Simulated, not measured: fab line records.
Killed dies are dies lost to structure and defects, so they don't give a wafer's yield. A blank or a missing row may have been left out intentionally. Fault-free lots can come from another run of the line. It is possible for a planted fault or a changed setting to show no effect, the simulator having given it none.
Struck lot and sound lot, side by side | flow sky130 | 43 out of 708 route steps
Sound: these wafers, L255.2, L255.4, L255.5. Wafers L250.2, L250.3, L250.5 were the ones struck. The cause is named last.
For every step that has rows: the tool of each side, followed by ch and its chambers, followed by its first start. Under that, the readings that differ: sound wafers | struck wafers | difference of the means | sigmas: that difference in standard deviations of wafers without a fault.
alike: a reading whose means differ by less than 2 such deviations, as well as words and numbers matching on both sides. not compared: withheld readings; readings where some wafer has no value; bounds like >300 that might hide an equal value; numbers whose values overlap and for which the record gives no deviation.
Wherever a step has rows on one side only, a row that says differs or no value, or a row with sigmas, the two part there. Non-overlapping numbers with no deviation appear without sigmas and do not part them. Lack of a reading on every wafer of one side parts them only where that side has two or more wafers.

SKY_FIELD_ISO_THK_MEAS_02:
  sound on film metro-01 at day 4 11:11; struck on film metro-02 at day 3 09:02
  alike: FIELD_ISO_OXIDATION_00_THK
then, 1 step without rows for these wafers: SKY_FIELD_ISO_CVD_03 (deposits Si3N4 from DCS/NH3, target thk 165 nm, time 2830 s).
SKY_FIELD_ISO_THK_MEAS_04:
  sound on film metro-01 at day 4 13:02; struck on film metro-02 at day 3 11:04
  alike: FIELD_ISO_CVD_03_THK
then, 8 steps without rows for these wafers: SKY_FIELD_ISO_DEHYDRATE_05 (time 60 s); SKY_FIELD_ISO_HMDS_06 (prime time 60 s); SKY_FIELD_ISO_COAT_07 (resist thk 60 nm); SKY_FIELD_ISO_COAT_08 (resist thk 450 nm); SKY_FIELD_ISO_SOFTBAKE_09 (time 90 s); SKY_FIELD_ISO_EXPOSE_10 (exposes mask FOM, target cd 150 nm); SKY_FIELD_ISO_PEB_11; SKY_FIELD_ISO_DEVELOP_12 (develop time 60 s).
SKY_FIELD_ISO_CD_MEAS_13: the cd target is 150 nm.
  sound on cd sem-01 at day 5 05:37; struck on cd sem-02 at day 4 03:34
  alike: cd nm
SKY_FIELD_ISO_ETCH_14: etches BARC in N2/H2, stops on SiO2, time 45.9 s, target depth 60 nm.
  sound on rie diel-02 ch 0,1,2, day 5 05:43; struck on rie diel-04 ch 1,3, day 4 03:40
  alike: drypump motor current A, n2 flow sccm, oes product au, rf fwd power W, throttle valve pct
  not compared: rf hours counter h
SKY_FIELD_ISO_ETCH_15: etches the open film in CHF3/O2, stops on Si, target depth 180 nm, time 72 s.
  sound on rie diel-02 ch 0,1,2, day 5 05:46; struck on rie diel-04 ch 1,3, day 4 03:43
  alike: drypump motor current A, oes product au, rf fwd power W, throttle valve pct
  not compared: rf hours counter h
SKY_FIELD_ISO_STRIP_16: strips in O2/N2.
  sound on plasma asher-02 ch 0, day 5 05:49; struck on plasma asher-03 ch 0,1, day 4 03:46
  alike: drypump motor current A, n2 flow sccm, oes product au, strip time to endpoint s
  not compared: rf hours counter h
SKY_FIELD_ISO_ETCH_17: etches Si in HBr/Cl2/O2, target depth 342 nm, time 97.7 s.
  sound on rie si-02 ch 0,2,3, day 5 05:55; struck on rie si-02 ch 3, day 4 03:52
  alike: HBr_flow_sccm, drypump motor current A, oes product au, rf fwd power W, throttle valve pct
  not compared: rf hours counter h
then, 5 steps without rows for these wafers: SKY_FIELD_ISO_WET_ETCH_18 (etches Si3N4 in H3PO4, target depth 25 nm, time 286 s); SKY_FIELD_ISO_CLEAN_19 (cleans in SC1/SC2, time 150 s); SKY_FIELD_ISO_CLEAN_20 (cleans in dHF, time 20 s); SKY_FIELD_ISO_WET_ETCH_21 (etches SiO2 in dHF, target depth 20 nm, time 400 s); SKY_FIELD_ISO_OXIDATION_22 (stabilise 600 s, purge 300 s, target thk 10 nm).
SKY_FIELD_ISO_THK_MEAS_23:
  sound on film metro-01 at day 5 08:42; struck on film metro-02 at day 4 07:56
  alike: FIELD_ISO_OXIDATION_01_THK
then, 1 step without rows for these wafers: SKY_FIELD_ISO_CVD_24 (deposits SiO2, target thk 595 nm, time 99.2 s).
SKY_FIELD_ISO_THK_MEAS_25:
  sound on film metro-02 at day 5 08:50; struck on film metro-04 at day 4 08:05
  alike: FIELD_ISO_CVD_24_THK
then, 1 step without rows for these wafers: SKY_FIELD_ISO_ANNEAL_26 (time 1800 s).
SKY_FIELD_ISO_CMP_27: polishes, stops on Si3N4, t overpolish 16 s, target thk 457.8 nm.
  sound on cmp-02 ch 0,3, day 5 11:31; struck on cmp-01 ch 1,2,3, day 4 12:08
  alike: motor current A, overpolish run s, time to endpoint s
then, 5 steps without rows for these wafers: SKY_FIELD_ISO_WET_ETCH_28 (etches SiO2 in dHF, target depth 23.7 nm, time 47 s); SKY_FIELD_ISO_WET_ETCH_29 (etches Si3N4 in H3PO4, target depth 160 nm, time 1825 s); SKY_FIELD_ISO_WET_ETCH_30 (etches SiO2 in dHF, target depth 25 nm, time 50 s); SKY_NWELL_CLEAN_00 (cleans in SC1/SC2, time 150 s); SKY_NWELL_OXIDATION_01 (stabilise 600 s, purge 300 s, target thk 10 nm).
SKY_NWELL_THK_MEAS_02:
  sound on film metro-03 at day 5 14:06; struck on film metro-02 at day 4 15:02
  alike: NWELL_OXIDATION_THK
then, 8 steps without rows for these wafers: SKY_DNWELL_DEHYDRATE_00 (time 60 s); SKY_DNWELL_HMDS_01 (prime time 60 s); SKY_DNWELL_COAT_02 (resist thk 3000 nm); SKY_DNWELL_SOFTBAKE_03; SKY_DNWELL_EXPOSE_04 (exposes mask DNM, target cd 3000 nm); SKY_DNWELL_PEB_05; SKY_DNWELL_DEVELOP_06 (develop time 60 s); SKY_DNWELL_IMPLANT_07.
SKY_DNWELL_STRIP_08: strips in O2/N2.
  sound on plasma asher-04 ch 0,1, day 6 08:06; struck on plasma asher-03 ch 0, day 5 07:57
  alike: drypump motor current A, n2 flow sccm, oes product au, strip time to endpoint s
  not compared: rf hours counter h
SKY_DNWELL_TW_MEAS_09:
  sound on film metro-03 at day 6 08:13; struck on film metro-02 at day 5 08:04
  alike: DNWELL_TW
-- the record jumps here: 43 days lie between the struck wafers' starts before and after (it left off in module DNWELL and takes up again in module PAD_OPEN, whose first step shown is number 708 of the route) --
SKY_PAD_OPEN_PROBE_99:
  the record has rows for the struck wafers here (prober-02, day 47 22:25) and none for the sound ones

== WHERE THEY PART ==
Within this record, at SKY_PAD_OPEN_PROBE_99 only.

WHY: what had been put in by the simulator
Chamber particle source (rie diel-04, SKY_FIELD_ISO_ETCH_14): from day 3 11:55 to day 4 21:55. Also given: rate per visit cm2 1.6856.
